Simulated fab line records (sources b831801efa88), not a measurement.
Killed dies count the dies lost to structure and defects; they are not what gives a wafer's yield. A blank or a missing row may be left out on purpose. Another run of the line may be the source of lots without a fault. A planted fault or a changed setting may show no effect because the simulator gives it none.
Problem report in the 8D (eight disciplines) form, filled by code    flow sky130    the parts of the form that need people (team, actions taken, sign-off) are left out

== 1. PROBLEM STATEMENT ==
run length s at SKY_SONOS_TUNNEL_SOFTBAKE_03 reads a mean of 120.58 s on 9 wafers of 3 lots; wafers without a fault read 89.23 s with a standard deviation of 0.11. That is +99 or more standard deviations from the usual mean.
The step: time 60 s.
First seen on wafer L162.1, day 14 16:14, on litho track-02. The record has a number at this step for 21 wafers belonging to 7 lots. Rule for "out" (also "out of limits"): further than 4 standard deviations from the usual mean. All remaining wafers that have a number are taken as sound.

== 2. WHAT IT IS, WHAT IT ISN'T ==
question                     is                      is not
which readings at this step  run length s            -
which lots                   L162, L163, L165        L160, L161, L172, L173
which wafers of those lots   all that have a number  -
read on which tools          litho track-02          litho track-01
when                         from day 14 16:14       up to then (6 sound wafers); but 6 sound wafers of L172, L173 came after

== 3. SUSPECTS, AND WHAT RULES EACH OUT ==
Counting: a tool at a process step up to the reading stays a suspect if it ran every lot that is out and no sound lot after the first of them.
- litho track-02 at SKY_SONOS_TUNNEL_SOFTBAKE_03 (time 60 s): ruled out as a lasting fault. Sound lots L172, L173 ran on it after its first lot that is out, L162 (day 14 16:14).
Left after counting: nothing in the record.

== 4. THE CAUSE (what the simulator had put in) ==
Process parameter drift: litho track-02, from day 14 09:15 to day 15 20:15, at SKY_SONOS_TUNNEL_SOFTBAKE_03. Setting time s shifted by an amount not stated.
Counting ruled it out, wrongly.

== 5. THE EFFECT CHAIN, in route order ==
One row per reading whose mean, taken over the struck wafers that have a number, lies over 3 standard deviations from the usual. Only readings for which the record gives a usual standard deviation are gone through. hours: the time from each lot's start at the first step in this table that gives one to its start at this step, as a median over the lots. sigmas: the change in usual standard deviations.
hours  step                          reading       usual    on struck wafers  change  sigmas
0      SKY_SONOS_TUNNEL_SOFTBAKE_03  run length s  89.23 s  120.58            +31.35  +99 or more
Its process steps:
- SKY_SONOS_TUNNEL_SOFTBAKE_03: time 60 s.
At these later measuring or inspecting steps, every struck wafer for which the step has a row has a number for every such reading, and none has moved that far: SKY_SONOS_TUNNEL_CD_MEAS_07.

== 6. WHAT WOULD HAVE CAUGHT IT SOONER ==
First out-of-limits reading in this record: day 14 16:14, which is 7 hours after fault onset at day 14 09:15.
